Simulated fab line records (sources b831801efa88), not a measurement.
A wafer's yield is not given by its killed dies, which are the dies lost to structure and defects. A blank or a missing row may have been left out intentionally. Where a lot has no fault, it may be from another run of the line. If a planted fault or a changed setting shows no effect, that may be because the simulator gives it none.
fab line records :: flow sfq_line
[record]
  lots = 14
  wafers = 42
  last_day = 92
route steps=325 shown R5@213
lots with no fault: from the same line, run without faults
start_h: hours from the record's first day to the start of the lot's first wafer shown :: wait_h: hours since the lot's step before :: " unchanged from the row above :: L1.1+2: one row covering several wafers at once :: - no value, or no start was given :: * or withheld: withheld :: < > ~ a bound
route shown NAME@n: a module of which the file shows steps, and the number in the route of the first :: usual: mean/standard deviation taken from wafers without a fault :: same: alike in all rows :: chamber/n: place in a boat :: sites: readings site by site :: _std_site: how widely they spread, as a standard deviation :: _edge_site: the outer-site mean with the inner-site mean subtracted :: radius_mm: for every site, how far away it sits from the centre of the wafer :: mask NAME#n: copy n :: behind: the most recent tool/chamber to have shaped the wafer :: hold: cause of the lot's hold/its duration in hours/its outcome :: device: whichever transistor did not switch (one of n, p or np) :: end of line: tests of these same wafers at the route's end :: a step with no rows: only its recipe :: killed: dies that structure and defects cost at the first sort, which is not the same as the wafer's yield :: map: the dies of a wafer, with x for killed, . for not killed, _ for no die there
set.NAME: the setting the step ran with; set.NAME@STEP: the setting that earlier step ran with :: model.NAME: the simulator's own value behind a step, which no gauge read
a sample of lots followed through the steps of the route, with each step as a table and each wafer as a row
services: from which hour (start_h, from the record's first day; less than 0 if before it) a tool's chamber was out of use, for how many hours, and why
[[steps]]
[step SFQ_TRILAYER_R5_DEP_SPUTTER_133]
[recipe]
  material = MoNx
  base_pressure_pa = 1.33e-06
  target_thk_nm = 40
  power_w = 1000
  time_s = 66.7
  chamber_pressure_pa = 0.4
[usual]
  cathode_dc_power_W = 999.99/0.2
  throttle_valve_pct = 30.2/1.1
[same]
  time_s = 66.7
lot.wafer: L986.1
tool: pvd_sputter-05
chamber: -
start_h: 1437.82
wait_h: 0.0
cathode_dc_power_W: 1000.1
throttle_valve_pct: 31.2

lot.wafer: L986.4
tool: pvd_sputter-05
chamber: -
start_h: 1437.82
wait_h: 0.0
cathode_dc_power_W: 1000.1
throttle_valve_pct: 28.4

lot.wafer: L986.5
tool: pvd_sputter-05
chamber: -
start_h: 1437.82
wait_h: 0.0
cathode_dc_power_W: 999.52
throttle_valve_pct: 31.2

lot.wafer: L988.4
tool: pvd_sputter-05
chamber: -
start_h: 1443.82
wait_h: 0.0
cathode_dc_power_W: 999.91
throttle_valve_pct: 28.1

lot.wafer: L988.5
tool: pvd_sputter-05
chamber: -
start_h: 1443.82
wait_h: 0.0
cathode_dc_power_W: 1000.2
throttle_valve_pct: 29.9

lot.wafer: L988.6
tool: pvd_sputter-05
chamber: -
start_h: 1443.82
wait_h: 0.0
cathode_dc_power_W: 1000.0
throttle_valve_pct: 31.1

lot.wafer: L989.4
tool: pvd_sputter-04
chamber: -
start_h: 1449.85
wait_h: 0.0
cathode_dc_power_W: 999.88
throttle_valve_pct: 29.3

lot.wafer: L989.5
tool: pvd_sputter-04
chamber: -
start_h: 1449.85
wait_h: 0.0
cathode_dc_power_W: 999.60
throttle_valve_pct: 30.9

lot.wafer: L989.6
tool: pvd_sputter-04
chamber: -
start_h: 1449.85
wait_h: 0.0
cathode_dc_power_W: 999.96
throttle_valve_pct: 30.6

lot.wafer: L990.1
tool: pvd_sputter-05
chamber: -
start_h: 1452.82
wait_h: 0.0
cathode_dc_power_W: 1043.9
throttle_valve_pct: 28.2

lot.wafer: L990.2
tool: pvd_sputter-05
chamber: -
start_h: 1452.82
wait_h: 0.0
cathode_dc_power_W: 1044.0
throttle_valve_pct: 31.1

lot.wafer: L990.4
tool: pvd_sputter-05
chamber: -
start_h: 1452.82
wait_h: 0.0
cathode_dc_power_W: 1043.7
throttle_valve_pct: 30.1

lot.wafer: L992.2
tool: pvd_sputter-05
chamber: -
start_h: 1459.14
wait_h: 0.0
cathode_dc_power_W: 1043.9
throttle_valve_pct: 31.1

lot.wafer: L992.5
tool: pvd_sputter-05
chamber: -
start_h: 1459.14
wait_h: 0.0
cathode_dc_power_W: 1043.9
throttle_valve_pct: 31.2

lot.wafer: L992.6
tool: pvd_sputter-05
chamber: -
start_h: 1459.14
wait_h: 0.0
cathode_dc_power_W: 1043.9
throttle_valve_pct: 28.4

lot.wafer: L995.1
tool: pvd_sputter-04
chamber: -
start_h: 1467.82
wait_h: 0.0
cathode_dc_power_W: 1000.2
throttle_valve_pct: 29.1

lot.wafer: L995.3
tool: pvd_sputter-04
chamber: -
start_h: 1467.82
wait_h: 0.0
cathode_dc_power_W: 999.57
throttle_valve_pct: 31.4

lot.wafer: L995.4
tool: pvd_sputter-04
chamber: -
start_h: 1467.82
wait_h: 0.0
cathode_dc_power_W: 999.87
throttle_valve_pct: 31.0

lot.wafer: L999.1
tool: pvd_sputter-06
chamber: -
start_h: 1481.20
wait_h: 0.0
cathode_dc_power_W: 1000.4
throttle_valve_pct: 29.1

lot.wafer: L999.2
tool: pvd_sputter-06
chamber: -
start_h: 1481.20
wait_h: 0.0
cathode_dc_power_W: 999.92
throttle_valve_pct: 31.3

lot.wafer: L999.5
tool: pvd_sputter-06
chamber: -
start_h: 1481.20
wait_h: 0.0
cathode_dc_power_W: 999.97
throttle_valve_pct: 30.5

lot.wafer: L100.2
tool: pvd_sputter-04
chamber: -
start_h: 1542.69
wait_h: 0.0
cathode_dc_power_W: 999.90
throttle_valve_pct: 31.4

lot.wafer: L100.3
tool: pvd_sputter-04
chamber: -
start_h: 1542.69
wait_h: 0.0
cathode_dc_power_W: 1000.3
throttle_valve_pct: 31.2

lot.wafer: L100.6
tool: pvd_sputter-04
chamber: -
start_h: 1542.69
wait_h: 0.0
cathode_dc_power_W: 1000.0
throttle_valve_pct: 29.2

lot.wafer: L101.1
tool: pvd_sputter-05
chamber: -
start_h: 1547.43
wait_h: 0.0
cathode_dc_power_W: 1000.0
throttle_valve_pct: 28.2

lot.wafer: L101.4
tool: pvd_sputter-05
chamber: -
start_h: 1547.43
wait_h: 0.0
cathode_dc_power_W: 1000.1
throttle_valve_pct: 31.2

lot.wafer: L101.5
tool: pvd_sputter-05
chamber: -
start_h: 1547.43
wait_h: 0.0
cathode_dc_power_W: 999.71
throttle_valve_pct: 30.0

lot.wafer: L102.1
tool: pvd_sputter-04
chamber: -
start_h: 1548.69
wait_h: 0.0
cathode_dc_power_W: 1000.1
throttle_valve_pct: 29.2

lot.wafer: L102.3
tool: pvd_sputter-04
chamber: -
start_h: 1548.69
wait_h: 0.0
cathode_dc_power_W: 999.95
throttle_valve_pct: 31.2

lot.wafer: L102.6
tool: pvd_sputter-04
chamber: -
start_h: 1548.69
wait_h: 0.0
cathode_dc_power_W: 1000.2
throttle_valve_pct: 31.3

lot.wafer: L103.2
tool: pvd_sputter-05
chamber: -
start_h: 1554.69
wait_h: 0.0
cathode_dc_power_W: 999.94
throttle_valve_pct: 30.1

lot.wafer: L103.5
tool: pvd_sputter-05
chamber: -
start_h: 1554.69
wait_h: 0.0
cathode_dc_power_W: 1000.0
throttle_valve_pct: 30.9

lot.wafer: L103.6
tool: pvd_sputter-05
chamber: -
start_h: 1554.69
wait_h: 0.0
cathode_dc_power_W: 999.84
throttle_valve_pct: 29.9

lot.wafer: L104.1
tool: pvd_sputter-05
chamber: -
start_h: 1596.69
wait_h: 0.0
cathode_dc_power_W: 999.69
throttle_valve_pct: 31.2

lot.wafer: L104.3
tool: pvd_sputter-05
chamber: -
start_h: 1596.69
wait_h: 0.0
cathode_dc_power_W: 1000.0
throttle_valve_pct: 28.5

lot.wafer: L104.5
tool: pvd_sputter-05
chamber: -
start_h: 1596.69
wait_h: 0.0
cathode_dc_power_W: 999.82
throttle_valve_pct: 31.3

lot.wafer: L105.2
tool: pvd_sputter-06
chamber: -
start_h: 1611.22
wait_h: 0.0
cathode_dc_power_W: 1000.0
throttle_valve_pct: 28.8

lot.wafer: L105.4
tool: pvd_sputter-06
chamber: -
start_h: 1611.22
wait_h: 0.0
cathode_dc_power_W: 999.91
throttle_valve_pct: 28.9

lot.wafer: L105.6
tool: pvd_sputter-06
chamber: -
start_h: 1611.22
wait_h: 0.0
cathode_dc_power_W: 1000.0
throttle_valve_pct: 31.4

lot.wafer: L107.2
tool: pvd_sputter-06
chamber: -
start_h: 1623.34
wait_h: 0.0
cathode_dc_power_W: 1000.3
throttle_valve_pct: 28.7

lot.wafer: L107.3
tool: pvd_sputter-06
chamber: -
start_h: 1623.34
wait_h: 0.0
cathode_dc_power_W: 1000.0
throttle_valve_pct: 31.1

lot.wafer: L107.5
tool: pvd_sputter-06
chamber: -
start_h: 1623.34
wait_h: 0.0
cathode_dc_power_W: 1000.2
throttle_valve_pct: 31.5
[step SFQ_R5_RS_MEAS_933]
[recipe]
  thk_meas_gauge = four-point-probe
  reads = Ti_of_TRILAYER_R5_DEP_SPUTTER_134+MoNx_of_TRILAYER_R5_DEP_SPUTTER_133+Ti_of_TRILAYER_R5_DEP_SPUTTER_132
[usual]
  R5_MONX_RS = 7.04/0.086
lot.wafer: L986.1
tool: film_metro-03
chamber: -
start_h: 1437.90
wait_h: 0.0
R5_MONX_RS[ohm/sq]: 6.88

lot.wafer: L986.4
tool: film_metro-03
chamber: -
start_h: 1437.90
wait_h: 0.0
R5_MONX_RS[ohm/sq]: 6.91

lot.wafer: L986.5
tool: film_metro-03
chamber: -
start_h: 1437.90
wait_h: 0.0
R5_MONX_RS[ohm/sq]: 6.95

lot.wafer: L988.4
tool: film_metro-03
chamber: -
start_h: 1443.96
wait_h: 0.1
R5_MONX_RS[ohm/sq]: 6.90

lot.wafer: L988.5
tool: film_metro-03
chamber: -
start_h: 1443.96
wait_h: 0.1
R5_MONX_RS[ohm/sq]: 6.99

lot.wafer: L988.6
tool: film_metro-03
chamber: -
start_h: 1443.96
wait_h: 0.1
R5_MONX_RS[ohm/sq]: 6.87

lot.wafer: L989.4
tool: film_metro-03
chamber: -
start_h: 1449.96
wait_h: 0.1
R5_MONX_RS[ohm/sq]: 7.02

lot.wafer: L989.5
tool: film_metro-03
chamber: -
start_h: 1449.96
wait_h: 0.1
R5_MONX_RS[ohm/sq]: 6.88

lot.wafer: L989.6
tool: film_metro-03
chamber: -
start_h: 1449.96
wait_h: 0.1
R5_MONX_RS[ohm/sq]: 7.01

lot.wafer: L990.1
tool: film_metro-01
chamber: -
start_h: 1452.90
wait_h: 0.0
R5_MONX_RS[ohm/sq]: 6.77

lot.wafer: L990.2
tool: film_metro-01
chamber: -
start_h: 1452.90
wait_h: 0.0
R5_MONX_RS[ohm/sq]: 6.76

lot.wafer: L990.4
tool: film_metro-01
chamber: -
start_h: 1452.90
wait_h: 0.0
R5_MONX_RS[ohm/sq]: 6.83

lot.wafer: L992.2
tool: film_metro-02
chamber: -
start_h: 1459.24
wait_h: 0.0
R5_MONX_RS[ohm/sq]: 6.69

lot.wafer: L992.5
tool: film_metro-02
chamber: -
start_h: 1459.24
wait_h: 0.0
R5_MONX_RS[ohm/sq]: 6.60

lot.wafer: L992.6
tool: film_metro-02
chamber: -
start_h: 1459.24
wait_h: 0.0
R5_MONX_RS[ohm/sq]: 6.67

lot.wafer: L995.1
tool: film_metro-03
chamber: -
start_h: 1467.90
wait_h: 0.0
R5_MONX_RS[ohm/sq]: 7.05

lot.wafer: L995.3
tool: film_metro-03
chamber: -
start_h: 1467.90
wait_h: 0.0
R5_MONX_RS[ohm/sq]: 7.13

lot.wafer: L995.4
tool: film_metro-03
chamber: -
start_h: 1467.90
wait_h: 0.0
R5_MONX_RS[ohm/sq]: 7.02

lot.wafer: L999.1
tool: film_metro-03
chamber: -
start_h: 1481.27
wait_h: 0.0
R5_MONX_RS[ohm/sq]: 7.15

lot.wafer: L999.2
tool: film_metro-03
chamber: -
start_h: 1481.27
wait_h: 0.0
R5_MONX_RS[ohm/sq]: 7.26

lot.wafer: L999.5
tool: film_metro-03
chamber: -
start_h: 1481.27
wait_h: 0.0
R5_MONX_RS[ohm/sq]: 7.08

lot.wafer: L100.2
tool: film_metro-02
chamber: -
start_h: 1542.79
wait_h: 0.0
R5_MONX_RS[ohm/sq]: 7.12

lot.wafer: L100.3
tool: film_metro-02
chamber: -
start_h: 1542.79
wait_h: 0.0
R5_MONX_RS[ohm/sq]: 6.91

lot.wafer: L100.6
tool: film_metro-02
chamber: -
start_h: 1542.79
wait_h: 0.0
R5_MONX_RS[ohm/sq]: 7.02

lot.wafer: L101.1
tool: film_metro-03
chamber: -
start_h: 1547.50
wait_h: 0.0
R5_MONX_RS[ohm/sq]: 7.06

lot.wafer: L101.4
tool: film_metro-03
chamber: -
start_h: 1547.50
wait_h: 0.0
R5_MONX_RS[ohm/sq]: 7.04

lot.wafer: L101.5
tool: film_metro-03
chamber: -
start_h: 1547.50
wait_h: 0.0
R5_MONX_RS[ohm/sq]: 7.16

lot.wafer: L102.1
tool: film_metro-02
chamber: -
start_h: 1548.77
wait_h: 0.0
R5_MONX_RS[ohm/sq]: 7.15

lot.wafer: L102.3
tool: film_metro-02
chamber: -
start_h: 1548.77
wait_h: 0.0
R5_MONX_RS[ohm/sq]: 7.16

lot.wafer: L102.6
tool: film_metro-02
chamber: -
start_h: 1548.77
wait_h: 0.0
R5_MONX_RS[ohm/sq]: 7.28

lot.wafer: L103.2
tool: film_metro-03
chamber: -
start_h: 1554.79
wait_h: 0.0
R5_MONX_RS[ohm/sq]: 7.10

lot.wafer: L103.5
tool: film_metro-03
chamber: -
start_h: 1554.79
wait_h: 0.0
R5_MONX_RS[ohm/sq]: 7.04

lot.wafer: L103.6
tool: film_metro-03
chamber: -
start_h: 1554.79
wait_h: 0.0
R5_MONX_RS[ohm/sq]: 7.13

lot.wafer: L104.1
tool: film_metro-03
chamber: -
start_h: 1596.77
wait_h: 0.0
R5_MONX_RS[ohm/sq]: 6.95

lot.wafer: L104.3
tool: film_metro-03
chamber: -
start_h: 1596.77
wait_h: 0.0
R5_MONX_RS[ohm/sq]: 7.06

lot.wafer: L104.5
tool: film_metro-03
chamber: -
start_h: 1596.77
wait_h: 0.0
R5_MONX_RS[ohm/sq]: 7.02

lot.wafer: L105.2
tool: film_metro-02
chamber: -
start_h: 1611.31
wait_h: 0.0
R5_MONX_RS[ohm/sq]: 7.05

lot.wafer: L105.4
tool: film_metro-02
chamber: -
start_h: 1611.31
wait_h: 0.0
R5_MONX_RS[ohm/sq]: 7.06

lot.wafer: L105.6
tool: film_metro-02
chamber: -
start_h: 1611.31
wait_h: 0.0
R5_MONX_RS[ohm/sq]: 7.09

lot.wafer: L107.2
tool: film_metro-01
chamber: -
start_h: 1623.44
wait_h: 0.0
R5_MONX_RS[ohm/sq]: 6.98

lot.wafer: L107.3
tool: film_metro-01
chamber: -
start_h: 1623.44
wait_h: 0.0
R5_MONX_RS[ohm/sq]: 7.04

lot.wafer: L107.5
tool: film_metro-01
chamber: -
start_h: 1623.44
wait_h: 0.0
R5_MONX_RS[ohm/sq]: 7.12
[step SFQ_R5_THK_MEAS_934]
[recipe]
  thk_meas_gauge = xrf
  reads = MoNx_of_TRILAYER_R5_DEP_SPUTTER_133
[usual]
  R5_MONX_THK = 39.9/0.61
lot.wafer: L986.1
tool: film_metro-03
chamber: -
start_h: 1438.02
wait_h: 0.1
R5_MONX_THK[nm]: 40.6

lot.wafer: L986.4
tool: film_metro-03
chamber: -
start_h: 1438.02
wait_h: 0.1
R5_MONX_THK[nm]: 40.4

lot.wafer: L986.5
tool: film_metro-03
chamber: -
start_h: 1438.02
wait_h: 0.1
R5_MONX_THK[nm]: 40.3

lot.wafer: L988.4
tool: film_metro-03
chamber: -
start_h: 1444.05
wait_h: 0.1
R5_MONX_THK[nm]: 40.5

lot.wafer: L988.5
tool: film_metro-03
chamber: -
start_h: 1444.05
wait_h: 0.1
R5_MONX_THK[nm]: 40.0

lot.wafer: L988.6
tool: film_metro-03
chamber: -
start_h: 1444.05
wait_h: 0.1
R5_MONX_THK[nm]: 40.9

lot.wafer: L989.4
tool: film_metro-03
chamber: -
start_h: 1450.05
wait_h: 0.1
R5_MONX_THK[nm]: 39.9

lot.wafer: L989.5
tool: film_metro-03
chamber: -
start_h: 1450.05
wait_h: 0.1
R5_MONX_THK[nm]: 40.9

lot.wafer: L989.6
tool: film_metro-03
chamber: -
start_h: 1450.05
wait_h: 0.1
R5_MONX_THK[nm]: 39.9

lot.wafer: L990.1
tool: film_metro-01
chamber: -
start_h: 1453.02
wait_h: 0.1
R5_MONX_THK[nm]: 42.1

lot.wafer: L990.2
tool: film_metro-01
chamber: -
start_h: 1453.02
wait_h: 0.1
R5_MONX_THK[nm]: 42.2

lot.wafer: L990.4
tool: film_metro-01
chamber: -
start_h: 1453.02
wait_h: 0.1
R5_MONX_THK[nm]: 41.7

lot.wafer: L992.2
tool: film_metro-02
chamber: -
start_h: 1459.35
wait_h: 0.1
R5_MONX_THK[nm]: 42.4

lot.wafer: L992.5
tool: film_metro-02
chamber: -
start_h: 1459.35
wait_h: 0.1
R5_MONX_THK[nm]: 43.2

lot.wafer: L992.6
tool: film_metro-02
chamber: -
start_h: 1459.35
wait_h: 0.1
R5_MONX_THK[nm]: 42.6

lot.wafer: L995.1
tool: film_metro-03
chamber: -
start_h: 1468.02
wait_h: 0.1
R5_MONX_THK[nm]: 40.0

lot.wafer: L995.3
tool: film_metro-03
chamber: -
start_h: 1468.02
wait_h: 0.1
R5_MONX_THK[nm]: 39.4

lot.wafer: L995.4
tool: film_metro-03
chamber: -
start_h: 1468.02
wait_h: 0.1
R5_MONX_THK[nm]: 39.6

lot.wafer: L999.1
tool: film_metro-03
chamber: -
start_h: 1481.39
wait_h: 0.1
R5_MONX_THK[nm]: 39.1

lot.wafer: L999.2
tool: film_metro-03
chamber: -
start_h: 1481.39
wait_h: 0.1
R5_MONX_THK[nm]: 38.5

lot.wafer: L999.5
tool: film_metro-03
chamber: -
start_h: 1481.39
wait_h: 0.1
R5_MONX_THK[nm]: 39.6

lot.wafer: L100.2
tool: film_metro-02
chamber: -
start_h: 1542.90
wait_h: 0.1
R5_MONX_THK[nm]: 39.8

lot.wafer: L100.3
tool: film_metro-02
chamber: -
start_h: 1542.90
wait_h: 0.1
R5_MONX_THK[nm]: 41.0

lot.wafer: L100.6
tool: film_metro-02
chamber: -
start_h: 1542.90
wait_h: 0.1
R5_MONX_THK[nm]: 40.3

lot.wafer: L101.1
tool: film_metro-03
chamber: -
start_h: 1547.62
wait_h: 0.1
R5_MONX_THK[nm]: 39.5

lot.wafer: L101.4
tool: film_metro-03
chamber: -
start_h: 1547.62
wait_h: 0.1
R5_MONX_THK[nm]: 39.5

lot.wafer: L101.5
tool: film_metro-03
chamber: -
start_h: 1547.62
wait_h: 0.1
R5_MONX_THK[nm]: 39.0

lot.wafer: L102.1
tool: film_metro-02
chamber: -
start_h: 1548.89
wait_h: 0.1
R5_MONX_THK[nm]: 39.8

lot.wafer: L102.3
tool: film_metro-02
chamber: -
start_h: 1548.89
wait_h: 0.1
R5_MONX_THK[nm]: 39.7

lot.wafer: L102.6
tool: film_metro-02
chamber: -
start_h: 1548.89
wait_h: 0.1
R5_MONX_THK[nm]: 38.8

lot.wafer: L103.2
tool: film_metro-03
chamber: -
start_h: 1554.90
wait_h: 0.1
R5_MONX_THK[nm]: 39.3

lot.wafer: L103.5
tool: film_metro-03
chamber: -
start_h: 1554.90
wait_h: 0.1
R5_MONX_THK[nm]: 39.5

lot.wafer: L103.6
tool: film_metro-03
chamber: -
start_h: 1554.90
wait_h: 0.1
R5_MONX_THK[nm]: 39.3

lot.wafer: L104.1
tool: film_metro-03
chamber: -
start_h: 1596.89
wait_h: 0.1
R5_MONX_THK[nm]: 40.1

lot.wafer: L104.3
tool: film_metro-03
chamber: -
start_h: 1596.89
wait_h: 0.1
R5_MONX_THK[nm]: 39.3

lot.wafer: L104.5
tool: film_metro-03
chamber: -
start_h: 1596.89
wait_h: 0.1
R5_MONX_THK[nm]: 39.4

lot.wafer: L105.2
tool: film_metro-02
chamber: -
start_h: 1611.42
wait_h: 0.1
R5_MONX_THK[nm]: 40.2

lot.wafer: L105.4
tool: film_metro-02
chamber: -
start_h: 1611.42
wait_h: 0.1
R5_MONX_THK[nm]: 40.3

lot.wafer: L105.6
tool: film_metro-02
chamber: -
start_h: 1611.42
wait_h: 0.1
R5_MONX_THK[nm]: 40.1

lot.wafer: L107.2
tool: film_metro-01
chamber: -
start_h: 1623.55
wait_h: 0.1
R5_MONX_THK[nm]: 40.8

lot.wafer: L107.3
tool: film_metro-01
chamber: -
start_h: 1623.55
wait_h: 0.1
R5_MONX_THK[nm]: 40.5

lot.wafer: L107.5
tool: film_metro-01
chamber: -
start_h: 1623.55
wait_h: 0.1
R5_MONX_THK[nm]: 40.1
[[services]]
tool: pvd_sputter-04
chamber: 2
start_h: 1439.35
hours: -
kind: consumable_replace:kit

tool: pvd_sputter-04
chamber: 2
start_h: 1439.35
hours: 18.0
kind: scheduled_down

tool: pvd_sputter-04
chamber: 2
start_h: 1439.35
hours: 18.0
kind: vent_cycle

tool: pvd_sputter-06
chamber: -
start_h: 1515.53
hours: 3.4
kind: repair

tool: pvd_sputter-06
chamber: -
start_h: 1551.69
hours: 1.8
kind: repair

tool: pvd_sputter-06
chamber: -
start_h: 1554.56
hours: 5.6
kind: repair

tool: pvd_sputter-05
chamber: -
start_h: 1556.15
hours: 9.3
kind: repair

tool: pvd_sputter-04
chamber: -
start_h: 1556.90
hours: 1.9
kind: repair

tool: pvd_sputter-06
chamber: -
start_h: 1594.89
hours: 11.3
kind: repair

tool: pvd_sputter-06
chamber: 0
start_h: 1606.73
hours: -
kind: consumable_replace:kit

tool: pvd_sputter-06
chamber: 0
start_h: 1606.73
hours: 18.0
kind: scheduled_down

tool: pvd_sputter-06
chamber: 0
start_h: 1606.73
hours: 18.0
kind: vent_cycle

tool: pvd_sputter-04
chamber: -
start_h: 1610.57
hours: 8.6
kind: repair
[[key]]
[first_sign]
  step = SFQ_TRILAYER_R5_DEP_SPUTTER_133
  reading = cathode_dc_power_W
  direction = up
  sigmas = 99+
  usual = 999.99
  struck = 1043.9
[effect]
  step = SFQ_R5_RS_MEAS_933
  reading = R5_MONX_RS
  direction = down
  sigmas = 3.8
  usual = 7.04
  struck = 6.72
[effect]
  step = SFQ_R5_THK_MEAS_934
  reading = R5_MONX_THK
  direction = up
  sigmas = 4
  usual = 39.9
  struck = 42.4
met_at SFQ_TRILAYER_R5_DEP_SPUTTER_133
struck_lots L990,L992
onset_between 1443.82 1452.82
[fault]
  kind = process_parameter_drift
  tool = pvd_sputter-05
  chamber = -
  onset_h = 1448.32
  steps = SFQ_TRILAYER_R5_DEP_SPUTTER_133
  channel = power_w
  offset = 43.96
  shape = step
  end_h = 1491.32
  acts_in = these_recipes_only
  stated = 1000
